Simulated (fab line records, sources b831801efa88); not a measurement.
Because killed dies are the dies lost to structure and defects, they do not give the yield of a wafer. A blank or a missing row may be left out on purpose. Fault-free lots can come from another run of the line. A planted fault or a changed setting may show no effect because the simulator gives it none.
Split-lot trial || flow sfq line || 5 lots, 23 wafers read, on a route of 325 steps

== SPLIT DETAILS ==
At SFQ_TRILAYER_C5_LITHO_EXPOSE_152 (exposes mask C5, target cd 500 nm), the setting dose mj was moved away from the recipe's 21.3 on 11 of the 23 wafers read, by -3.0% to +5.4%. For the rest of the wafers, this setting stayed at what the recipe calls for.

== FROM THE SPLIT ON TO THE READING: in between, the file shows 1 step ==
- SFQ_TRILAYER_C5_BARC_OPEN_VIA_ETCH_210: etches BARC in O2, target depth 125 nm, time 41.7 s (also split here: time s)

== THE READING ==
C5.cd nm (the simulator's own value, which no gauge read), in nm, at SFQ_TRILAYER_C5_ETCH_VIA_ETCH_154 (etches SiO2 in CHF3, stops on Nb, target depth 84 nm). There is no usual value for it anywhere in the file. Average 496.7 nm, standard deviation 1.4 nm, over the 12 wafers here run with the recipe.

{"wafer": "L074.2", "tool, chamber at the split": "krf scanner-01, 0", "dose mj as run": 21.3, "against the recipe": "recipe", "C5.cd nm, nm": 496, "against lot-mates on the recipe": "-"}
{"wafer": "L074.3", "tool, chamber at the split": "krf scanner-01, 0", "dose mj as run": 21.3, "against the recipe": "recipe", "C5.cd nm, nm": 496, "against lot-mates on the recipe": "-"}
{"wafer": "L074.5", "tool, chamber at the split": "krf scanner-01, 0", "dose mj as run": 21.3, "against the recipe": "recipe", "C5.cd nm, nm": 495.1, "against lot-mates on the recipe": "-"}
{"wafer": "L076.1", "tool, chamber at the split": "krf scanner-02, 0", "dose mj as run": 20.67, "against the recipe": "-3.0%", "C5.cd nm, nm": 490.9, "against lot-mates on the recipe": -6.1}
{"wafer": "L076.2", "tool, chamber at the split": "krf scanner-02, 0", "dose mj as run": 20.67, "against the recipe": "-3.0%", "C5.cd nm, nm": 491.9, "against lot-mates on the recipe": -5.1}
{"wafer": "L076.3", "tool, chamber at the split": "krf scanner-02, 0", "dose mj as run": 20.67, "against the recipe": "-3.0%", "C5.cd nm, nm": 489, "against lot-mates on the recipe": -8.0}
{"wafer": "L076.4", "tool, chamber at the split": "krf scanner-02, 0", "dose mj as run": 21.3, "against the recipe": "recipe", "C5.cd nm, nm": 497.9, "against lot-mates on the recipe": "-"}
{"wafer": "L076.6", "tool, chamber at the split": "krf scanner-02, 0", "dose mj as run": 21.3, "against the recipe": "recipe", "C5.cd nm, nm": 496.2, "against lot-mates on the recipe": "-"}
{"wafer": "L080.1", "tool, chamber at the split": "krf scanner-01, 0", "dose mj as run": 21.3, "against the recipe": "recipe", "C5.cd nm, nm": 497.8, "against lot-mates on the recipe": "-"}
{"wafer": "L080.2", "tool, chamber at the split": "krf scanner-01, 0", "dose mj as run": 21.74, "against the recipe": "+2.1%", "C5.cd nm, nm": 500.7, "against lot-mates on the recipe": "+2.5"}
{"wafer": "L080.3", "tool, chamber at the split": "krf scanner-01, 0", "dose mj as run": 21.3, "against the recipe": "recipe", "C5.cd nm, nm": 496.7, "against lot-mates on the recipe": "-"}
{"wafer": "L080.4", "tool, chamber at the split": "krf scanner-01, 0", "dose mj as run": 21.3, "against the recipe": "recipe", "C5.cd nm, nm": 500.1, "against lot-mates on the recipe": "-"}
{"wafer": "L080.5", "tool, chamber at the split": "krf scanner-01, 0", "dose mj as run": 21.74, "against the recipe": "+2.1%", "C5.cd nm, nm": 500.9, "against lot-mates on the recipe": "+2.7"}
{"wafer": "L083.1", "tool, chamber at the split": "krf scanner-02, 0", "dose mj as run": 22.44, "against the recipe": "+5.4%", "C5.cd nm, nm": 503.7, "against lot-mates on the recipe": "+8.1"}
{"wafer": "L083.2", "tool, chamber at the split": "krf scanner-02, 0", "dose mj as run": 22.44, "against the recipe": "+5.4%", "C5.cd nm, nm": 504.6, "against lot-mates on the recipe": "+9.0"}
{"wafer": "L083.3", "tool, chamber at the split": "krf scanner-02, 0", "dose mj as run": 21.3, "against the recipe": "recipe", "C5.cd nm, nm": 495.3, "against lot-mates on the recipe": "-"}
{"wafer": "L083.5", "tool, chamber at the split": "krf scanner-02, 0", "dose mj as run": 22.44, "against the recipe": "+5.4%", "C5.cd nm, nm": 504.2, "against lot-mates on the recipe": "+8.6"}
{"wafer": "L083.6", "tool, chamber at the split": "krf scanner-02, 0", "dose mj as run": 21.3, "against the recipe": "recipe", "C5.cd nm, nm": 496, "against lot-mates on the recipe": "-"}
{"wafer": "L084.2", "tool, chamber at the split": "krf scanner-02, 0", "dose mj as run": 20.71, "against the recipe": "-2.8%", "C5.cd nm, nm": 491.3, "against lot-mates on the recipe": -5.2}
{"wafer": "L084.3", "tool, chamber at the split": "krf scanner-02, 0", "dose mj as run": 21.3, "against the recipe": "recipe", "C5.cd nm, nm": 495.3, "against lot-mates on the recipe": "-"}
{"wafer": "L084.4", "tool, chamber at the split": "krf scanner-02, 0", "dose mj as run": 21.3, "against the recipe": "recipe", "C5.cd nm, nm": 497.6, "against lot-mates on the recipe": "-"}
{"wafer": "L084.5", "tool, chamber at the split": "krf scanner-02, 0", "dose mj as run": 20.71, "against the recipe": "-2.8%", "C5.cd nm, nm": 490.4, "against lot-mates on the recipe": -6.1}
{"wafer": "L084.6", "tool, chamber at the split": "krf scanner-02, 0", "dose mj as run": 20.71, "against the recipe": "-2.8%", "C5.cd nm, nm": 494.7, "against lot-mates on the recipe": -1.8}

THE FIT
A straight line over all 23 wafers: C5.cd nm changes by +1.6 nm for each +1% of dose mj; r = +0.94; the points scatter about the line by 1.5 nm.
The same after taking each lot's own level away (the mean of its wafers on the recipe; 23 wafers): +1.68 nm for each +1%; r = +0.96; scatter 1.3 nm.
According to that fit, moving dose mj by its largest amount changes the reading by 9 nm.
Measured against the standard deviation above, the lots' own levels, which go from 495.65 to 498.20 nm, span 1.8 times it.
So the lot-to-lot level changes the slope little: the two slopes agree.
Check: +8.9 nm against its lot-mates is what the line predicts for one of the wafers moved furthest among these (+5.4%) when that wafer is left out of the fit. It came out at +8.05 nm against them.

== FURTHER SPLITS ON THESE WAFERS ==
Other splits were also applied to these wafers ahead of the reading. Each is held against what the fit with the lots' levels taken away leaves over:
{"other split on the same wafers": "SFQ_TRILAYER_I4_VIA_LITHO_PEB_106 peb time s", "wafers away from the commonest value": 7, "r with C5.cd nm (lot level and that fit taken away)": -0.32}
{"other split on the same wafers": "SFQ_TRILAYER_JJ_TRILAYER_DEP_SPUTTER_110 power w", "wafers away from the commonest value": 8, "r with C5.cd nm (lot level and that fit taken away)": -0.14}
{"other split on the same wafers": "SFQ_TRILAYER_JJ_TRILAYER_DEP_SPUTTER_112 power w", "wafers away from the commonest value": 5, "r with C5.cd nm (lot level and that fit taken away)": "+0.12"}
{"other split on the same wafers": "SFQ_TRILAYER_A5B_DEP_PECVD_129 time s", "wafers away from the commonest value": 5, "r with C5.cd nm (lot level and that fit taken away)": "+0.04"}
{"other split on the same wafers": "SFQ_TRILAYER_R5_DEP_SPUTTER_132 time s", "wafers away from the commonest value": 9, "r with C5.cd nm (lot level and that fit taken away)": -0.21}
{"other split on the same wafers": "SFQ_TRILAYER_C5_BARC_OPEN_VIA_ETCH_210 time s", "wafers away from the commonest value": 7, "r with C5.cd nm (lot level and that fit taken away)": "+0.01"}

== THE WHOLE CHAIN: every reading that the file lists as answering this split, in the file's order ==
{"step": "SFQ_TRILAYER_C5_BARC_OPEN_VIA_ETCH_210", "what it does": "etches BARC in O2, target depth 125 nm, time 41.7 s", "reading": "C5.cd nm (the simulator's own value, which no gauge read)", "change (the file's fit)": "+1.6 nm for each +1% of the setting", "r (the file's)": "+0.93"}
{"step": "SFQ_TRILAYER_C5_ETCH_VIA_ETCH_154", "what it does": "etches SiO2 in CHF3, stops on Nb, target depth 84 nm", "reading": "C5.cd nm (the simulator's own value, which no gauge read)", "change (the file's fit)": "+1.66 nm for each +1% of the setting", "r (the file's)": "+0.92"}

== FILE'S OWN FIT ==
C5.cd nm changes by +1.66 nm for each +1% of dose mj, r = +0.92.
